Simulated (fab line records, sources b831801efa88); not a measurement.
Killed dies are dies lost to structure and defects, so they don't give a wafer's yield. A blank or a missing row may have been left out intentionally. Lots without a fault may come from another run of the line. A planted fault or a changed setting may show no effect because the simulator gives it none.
Matching of chambers	flow sky130	SKY_VIA3_CMP_02 on cmp-02: 4 sister chambers
The step polishes SiO2. 16 wafers are shown with their chamber, then 8 later ones without.

## EACH WAFER AND ITS CHAMBER
wafer	chamber	motor current A (A)	head pressure psi (psi)
L595.1	0	12.2	3.989
L595.2	2	12.8	4.004
L595.5	2	13.1	4.010
L605.1	3	10.8	4.004
L605.3	2	13.0	4.006
L605.5	3	10.4	3.990
L607.1	2	12.6	4.020
L607.2	1	11.5	4.011
L607.6	0	11.5	4.007
L606.1	2	13.4	4.005
L606.3	0	12.5	4.013
L606.6	0	12.7	4.002
L608.1	2	12.9	4.004
L608.2	1	11.9	3.992
L608.4	3	10.4	4.007
L615.2	1	11.6	3.992

SIGNATURES, as means of the wafers listed above
reading	chamber 0	chamber 1	chamber 2	chamber 3	scatter within a chamber
motor current A	12.225	11.667	12.967	10.533	0.341
head pressure psi	4.00275	3.99833	4.00817	4.00033	0.00871
Rule: a wafer's distance from a chamber is the root of the sum, over the readings, of the square of ((its reading less the chamber's mean) divided by the reading's scatter). If the next closest chamber is less than 2 further off than the closest, the wafer can't be placed; otherwise it belongs to the closest. The scatter: take each reading less its chamber's mean, square it, sum over the shown wafers, divide by the number of wafers less the number of chambers, and take the root.

## WAFERS WITHOUT THEIR CHAMBER
wafer	motor current A (A)	head pressure psi (psi)
L615.3	10.0	3.994
L615.5	10.5	4.001
L618.2	11.1	4.008
L618.3	9.8	4.017
L618.5	12.1	3.994
L617.1	12.2	3.994
L617.2	11.4	3.991
L617.6	13.3	4.011

## THE CHAMBER EACH PASSED THROUGH
wafer	from the rows above	in truth
L615.3	3	3
L615.5	3	3
L618.2	can't be placed: 3 or 1 or 0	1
L618.3	3	3
L618.5	can't be placed: 0 or 1 or 2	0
L617.1	can't be placed: 0 or 1 or 2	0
L617.2	can't be placed: 1 or 3 or 0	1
L617.6	2	2
Correctly placed: 4 of 8. From these rows, 4 cannot be placed; in 4 the true chamber is one of the candidates. Number placed wrongly: 0.
